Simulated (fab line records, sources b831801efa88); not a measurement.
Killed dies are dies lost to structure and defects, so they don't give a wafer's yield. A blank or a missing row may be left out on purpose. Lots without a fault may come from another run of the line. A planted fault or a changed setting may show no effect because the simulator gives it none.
Chamber matching | flow gf180mcu | GF_V5_CVD_02 on pecvd-04: 3 sister chambers
The step deposits SiO2 from TEOS, target thk 1450 nm, time 163.28 s. 14 wafers are shown with their chamber, then 7 later ones without.

WAFERS WITH THEIR CHAMBER
wafer  | chamber | heater_power_w (W)
L074.2 | 1       | 716
L074.3 | 0       | 577
L074.5 | 1       | 608
L082.3 | 0       | 603
L082.4 | 2       | 723
L082.5 | 0       | 650
L084.1 | 2       | 702
L084.2 | 0       | 630
L084.4 | 1       | 608
L085.2 | 2       | 709
L085.5 | 1       | 760
L085.6 | 2       | 555
L092.2 | 2       | 624
L092.5 | 1       | 760

SIGNATURES (means of the wafers above)
reading        | chamber 0 | chamber 1 | chamber 2 | scatter within a chamber
heater_power_w | 615.00    | 690.40    | 662.60    | 65.6
Rule: a wafer's distance from a chamber is the root of the sum, over the readings, of the square of ((its reading less the chamber's mean) divided by the reading's scatter). The wafer belongs to the nearest chamber; if the next one is less than 2 further off, it can't be placed. The scatter: the root of (the sum of the squares of (reading less its chamber's mean) over the shown wafers, divided by (wafers less chambers)).

WAFERS WITHOUT THEIR CHAMBER
wafer  | heater_power_w (W)
L092.6 | 700
L094.2 | 672
L094.3 | 711
L094.4 | 626
L097.1 | 618
L097.2 | 645
L097.4 | 635

WHICH CHAMBER EACH WENT THROUGH
wafer  | from the rows above          | in truth
L092.6 | can't be placed: 1 or 2 or 0 | 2
L094.2 | can't be placed: 2 or 1 or 0 | 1
L094.3 | can't be placed: 1 or 2 or 0 | 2
L094.4 | can't be placed: 0 or 2 or 1 | 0
L097.1 | can't be placed: 0 or 2 or 1 | 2
L097.2 | can't be placed: 2 or 0 or 1 | 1
L097.4 | can't be placed: 0 or 2 or 1 | 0
Placed correctly: 0 of 7. Can't be placed from these rows: 7 (the true chamber is among the candidates in 7). Placed wrongly: 0.
